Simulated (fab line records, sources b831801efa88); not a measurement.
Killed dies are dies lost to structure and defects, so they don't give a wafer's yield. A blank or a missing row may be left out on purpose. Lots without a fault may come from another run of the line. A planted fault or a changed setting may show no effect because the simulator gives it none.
Which tool did it? | flow sky130 | 11 lots, 31 wafers sampled, at 6 steps of a route of 708

WHAT THE GAUGES READ, wafer by wafer
SKY_VIA1_CD_MEAS_12: target cd 150 nm. Usual: cd_nm 149.7 nm, standard deviation 1.9.
lot  | measured     | on        | cd_nm (nm)        | flag
L901 | day 34 21:55 | cd_sem-01 | 152.9 152.8 151.8 |
L902 | day 35 03:36 | cd_sem-01 | 150.2 150.2 148.2 |
L903 | day 35 10:03 | cd_sem-01 | 151.9 150.6 152.5 |
L906 | day 36 12:04 | cd_sem-02 | 153.5 151.2       |
L907 | day 36 15:47 | cd_sem-02 | 150.6 149.3       |
L916 | day 39 20:13 | cd_sem-02 | 152.2 151.7 151.6 |
L917 | day 39 22:01 | cd_sem-01 | 148.1 145.0 146.6 |
L918 | day 40 05:13 | cd_sem-01 | 150.7 149.1 149.3 |
L919 | day 40 12:46 | cd_sem-01 | 150.4 148.6 150.6 |
L920 | day 40 21:49 | cd_sem-02 | 148.7 148.7 149.1 |
L921 | day 41 01:16 | cd_sem-02 | 151.4 151.4 150.2 |

SKY_VIA4_RS_MEAS_19: measures by four-point-probe. Usual: VIA4_W_RS 0.2281 ohm/sq, standard deviation 0.0027.
lot  | measured     | on            | VIA4_W_RS (ohm/sq)   | flag
L901 | day 43 14:53 | film_metro-03 | 0.2266 0.2280 0.2242 |
L902 | day 43 21:22 | film_metro-03 | 0.2249 0.2260 0.2259 |
L903 | day 44 01:55 | film_metro-01 | 0.2269 0.2268 0.2304 |
L906 | day 44 23:55 | film_metro-03 | 0.2316 0.1762        | OFF
L907 | day 45 05:05 | film_metro-03 | 0.1757 0.2301        | OFF
L916 | day 47 17:44 | film_metro-03 | 0.2286 0.2270 0.2290 |
L917 | day 47 19:49 | film_metro-01 | 0.2302 0.2287 0.2331 |
L918 | day 48 03:14 | film_metro-01 | 0.2285 0.2281 0.2307 |
L919 | day 48 06:04 | film_metro-02 | 0.2256 0.2254 0.2235 |
L920 | day 48 13:44 | film_metro-03 | 0.2270 0.2287 0.2296 |
L921 | day 48 16:21 | film_metro-03 | 0.2254 0.2262 0.2261 |

SKY_VIA4_THK_MEAS_20: measures by xrf. Usual: VIA4_W_THK 493 nm, standard deviation 10.
lot  | measured     | on            | VIA4_W_THK (nm) | flag
L901 | day 43 15:00 | film_metro-03 | 489 484 494     |
L902 | day 43 21:29 | film_metro-03 | 494 491 490     |
L903 | day 44 02:02 | film_metro-01 | 492 492 487     |
L906 | day 45 00:02 | film_metro-03 | 478 621         | OFF
L907 | day 45 05:11 | film_metro-03 | 628 483         | OFF
L916 | day 47 17:51 | film_metro-03 | 490 494 489     |
L917 | day 47 19:56 | film_metro-01 | 484 483 481     |
L918 | day 48 03:20 | film_metro-01 | 488 489 484     |
L919 | day 48 06:11 | film_metro-02 | 508 511 511     |
L920 | day 48 13:50 | film_metro-03 | 492 485 490     |
L921 | day 48 16:28 | film_metro-03 | 494 494 491     |

WHICH TOOL RAN EACH LOT (tool, then ch and the chambers of the sampled wafers, then the start)
lot  | SKY_METAL1_DESCUM_17              | SKY_VIA2_SPUTTER_20          | SKY_VIA4_CVD_18
L901 | rie_metal-01 ch 1, day 33 18:40   | pvd_sputter-03, day 37 05:07 | cvd_w-01 ch 0,1, day 43 14:43
L902 | rie_metal-04 ch 0,1, day 33 23:51 | pvd_sputter-02, day 37 11:23 | cvd_w-02 ch 0,1, day 43 21:13
L903 | rie_metal-04 ch 0,1, day 34 05:27 | pvd_sputter-02, day 37 18:06 | cvd_w-02 ch 0,1, day 44 01:46
L906 | rie_metal-02 ch 0,1, day 35 09:00 | pvd_sputter-04, day 38 19:18 | cvd_w-02 ch 0,1, day 44 23:46
L907 | rie_metal-04 ch 0, day 35 12:41   | pvd_sputter-03, day 38 23:30 | cvd_w-02 ch 0, day 45 04:55
L916 | rie_metal-04 ch 0,1, day 38 18:39 | pvd_sputter-04, day 42 00:48 | cvd_w-02 ch 0,1, day 47 17:34
L917 | rie_metal-02 ch 0, day 38 20:09   | pvd_sputter-02, day 42 02:47 | cvd_w-02 ch 0,1, day 47 19:39
L918 | rie_metal-02 ch 1, day 39 03:03   | pvd_sputter-04, day 42 09:37 | cvd_w-02 ch 0,1, day 48 03:04
L919 | rie_metal-02 ch 1, day 39 10:33   | pvd_sputter-03, day 42 15:30 | cvd_w-01 ch 0, day 48 05:55
L920 | rie_metal-01 ch 0,1, day 39 20:03 | pvd_sputter-04, day 43 01:05 | cvd_w-02 ch 0,1, day 48 13:34
L921 | rie_metal-04 ch 0, day 39 23:25   | pvd_sputter-03, day 43 04:17 | cvd_w-02 ch 0,1, day 48 16:11
- SKY_METAL1_DESCUM_17: chemistry O2, time 8 s.
- SKY_VIA2_SPUTTER_20: material TiN, target thk 20 nm, time 80 s.
- SKY_VIA4_CVD_18: deposits W, target thk 505 nm, time 152.14 s.

WHAT THE TOOLS THEMSELVES READ (means of the sampled wafers that have a number; where no wafer has one, the mark that the record gives instead)
SKY_METAL1_DESCUM_17. Usual: drypump_motor_current_A 5.8 A, standard deviation 0.48; he_backside_leak_sccm 3.34 sccm, standard deviation 0.2; oes_product_au 1.004 a.u., standard deviation 0.0071; rf_fwd_power_W 147.3 W, standard deviation 0.7.
lot  | tool         | drypump_motor_current_A (A) | he_backside_leak_sccm (sccm) | oes_product_au (a.u.) | rf_fwd_power_W (W) | flag
L901 | rie_metal-01 | 5.4                         | 3.37                         | 1.001                 | 146.7              |
L902 | rie_metal-04 | 5.5                         | 3.18                         | 1.007                 | 147.5              |
L903 | rie_metal-04 | 5.5                         | 3.21                         | 1.009                 | 147.4              |
L906 | rie_metal-02 | 5.9                         | 3.53                         | 1.003                 | 146.8              |
L907 | rie_metal-04 | 6.1                         | 3.41                         | 1.010                 | 147.9              |
L916 | rie_metal-04 | 5.5                         | 3.16                         | 1.004                 | 147.2              |
L917 | rie_metal-02 | 5.3                         | 3.56                         | 0.998                 | 147.5              |
L918 | rie_metal-02 | 6.4                         | 3.56                         | 0.996                 | 146.4              |
L919 | rie_metal-02 | 6.4                         | 3.36                         | 0.999                 | 146.7              |
L920 | rie_metal-01 | 5.5                         | 3.24                         | 1.005                 | 147.5              |
L921 | rie_metal-04 | 6.1                         | 3.14                         | 1.014                 | 147.7              |

SKY_VIA2_SPUTTER_20. Usual: throttle_valve_pct 30.4 %, standard deviation 0.82.
lot  | tool           | throttle_valve_pct (%) | flag
L901 | pvd_sputter-03 | 30.8                   |
L902 | pvd_sputter-02 | 29.7                   |
L903 | pvd_sputter-02 | 29.6                   |
L906 | pvd_sputter-04 | 30.9                   |
L907 | pvd_sputter-03 | 30.9                   |
L916 | pvd_sputter-04 | 30.8                   |
L917 | pvd_sputter-02 | 29.8                   |
L918 | pvd_sputter-04 | 31.0                   |
L919 | pvd_sputter-03 | 30.5                   |
L920 | pvd_sputter-04 | 29.5                   |
L921 | pvd_sputter-03 | 30.9                   |

SKY_VIA4_CVD_18. Usual: heater_power_w 886 W, standard deviation 110.
lot  | tool     | heater_power_w (W) | flag
L901 | cvd_w-01 | 771                |
L902 | cvd_w-02 | 892                |
L903 | cvd_w-02 | 958                |
L906 | cvd_w-02 | 928                |
L907 | cvd_w-02 | 1006               |
L916 | cvd_w-02 | 969                |
L917 | cvd_w-02 | 915                |
L918 | cvd_w-02 | 907                |
L919 | cvd_w-01 | 897                |
L920 | cvd_w-02 | 960                |
L921 | cvd_w-02 | 960                |

THE ANSWER, worked out from the rows above alone
Rule: a lot is off if the mean of its wafers that have a number lies more than 3 standard deviations from the usual mean. A lot without any number at a reading at which 4 lots or more have one is off too. The other lots that the step has rows for count as sound. The gauges are gone through in route order, then the tools' own readings, and for those a lot's mean is taken as printed above. The first step at which some lot is off is used, and at that step the reading that is off furthest; a lot without a number counts as furthest.
Off: L906, L907, at SKY_VIA4_RS_MEAS_19 (VIA4_W_RS).
A tool fits if, at a process step before that reading, it ran every lot that is off, and no sound lot after the first of them. The gauges at SKY_VIA4_RS_MEAS_19 are tried like those tools. None of those tried fits.

WHAT THE SIMULATOR HAD PUT IN
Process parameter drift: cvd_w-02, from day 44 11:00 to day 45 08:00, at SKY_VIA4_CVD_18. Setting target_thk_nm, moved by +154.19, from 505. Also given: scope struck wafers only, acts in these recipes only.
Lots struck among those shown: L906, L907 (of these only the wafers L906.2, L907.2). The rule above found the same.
